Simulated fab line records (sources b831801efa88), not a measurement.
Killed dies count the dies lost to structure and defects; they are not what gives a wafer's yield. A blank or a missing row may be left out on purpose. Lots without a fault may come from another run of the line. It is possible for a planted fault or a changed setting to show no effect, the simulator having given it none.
Split-lot experiment	flow sky130	on a route of 708 steps: 5 lots, 23 wafers read

## ON THE SPLIT
At SKY_POLY_GATE_OXIDATION_20 (stabilise 600 s, purge 300 s, target thk 4 nm), the setting temp-c was moved away from the recipe's 850 C on 15 of the 23 wafers read, by -3.0% to +2.0%. The other wafers ran this setting at the recipe's value.

No step appears in the file between the split and the reading.

## THE READING
POLY_GATE_OXIDATION_THK (nm), taken at SKY_POLY_GATE_THK_MEAS_21. A value of 3.97 nm with a standard deviation of 0.085 nm is what fault-free wafers of this fab line usually give.

wafer	tool, chamber at the split	temp-c as run, C	against the recipe	POLY_GATE_OXIDATION_THK, nm	against lot-mates on the recipe
L074.1	-, -	850	recipe	3.82	-
L074.2	-, -	850	recipe	3.87	-
L074.3	-, -	850	recipe	3.88	-
L074.4	-, -	850	recipe	3.82	-
L074.6	-, -	850	recipe	3.88	-
L078.1	-, -	867.1	+2.0%	4.98	no lot-mate on the recipe
L078.2	-, -	867.1	+2.0%	4.96	no lot-mate on the recipe
L078.4	-, -	867.1	+2.0%	4.87	no lot-mate on the recipe
L078.5	-, -	867.1	+2.0%	4.96	no lot-mate on the recipe
L078.6	-, -	867.1	+2.0%	4.88	no lot-mate on the recipe
L081.2	furnace-02, 0	850	recipe	3.94	-
L081.3	furnace-02, 0	850	recipe	3.94	-
L081.6	furnace-02, 0	850	recipe	3.85	-
L083.1	-, -	839.3	-1.3%	3.62	no lot-mate on the recipe
L083.2	-, -	839.3	-1.3%	3.54	no lot-mate on the recipe
L083.4	-, -	839.3	-1.3%	3.42	no lot-mate on the recipe
L083.5	-, -	839.3	-1.3%	3.54	no lot-mate on the recipe
L083.6	-, -	839.3	-1.3%	3.58	no lot-mate on the recipe
L085.1	-, -	824.8	-3.0%	2.89	no lot-mate on the recipe
L085.2	-, -	824.8	-3.0%	2.94	no lot-mate on the recipe
L085.3	-, -	824.8	-3.0%	2.98	no lot-mate on the recipe
L085.4	-, -	824.8	-3.0%	2.88	no lot-mate on the recipe
L085.6	-, -	824.8	-3.0%	2.96	no lot-mate on the recipe

FIT RESULTS
A straight line over all 23 wafers: POLY_GATE_OXIDATION_THK changes by +0.392 nm for each +1% of temp-c; r = +0.98; the points scatter about the line by 0.12 nm.
Too few moved wafers with a lot-mate on the recipe to fit a line net of each lot's own level.

## THE WHOLE CHAIN: every reading that the file lists as answering this split, in the file's order
step	what it does	reading	change (the file's fit)	r (the file's)
SKY_POLY_GATE_OXIDATION_20	stabilise 600 s, purge 300 s, target thk 4 nm	SiO2_of_POLY_GATE_OXIDATION_20.thk-nm (the simulator's own value, which no gauge read)	+0.394 nm for each +1% of the setting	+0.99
SKY_POLY_GATE_THK_MEAS_21		POLY_GATE_OXIDATION_THK	+0.392 for each +1% of the setting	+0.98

## THE FILE'S OWN FIT
POLY_GATE_OXIDATION_THK changes by +0.392 nm for each +1% of temp-c, r = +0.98.
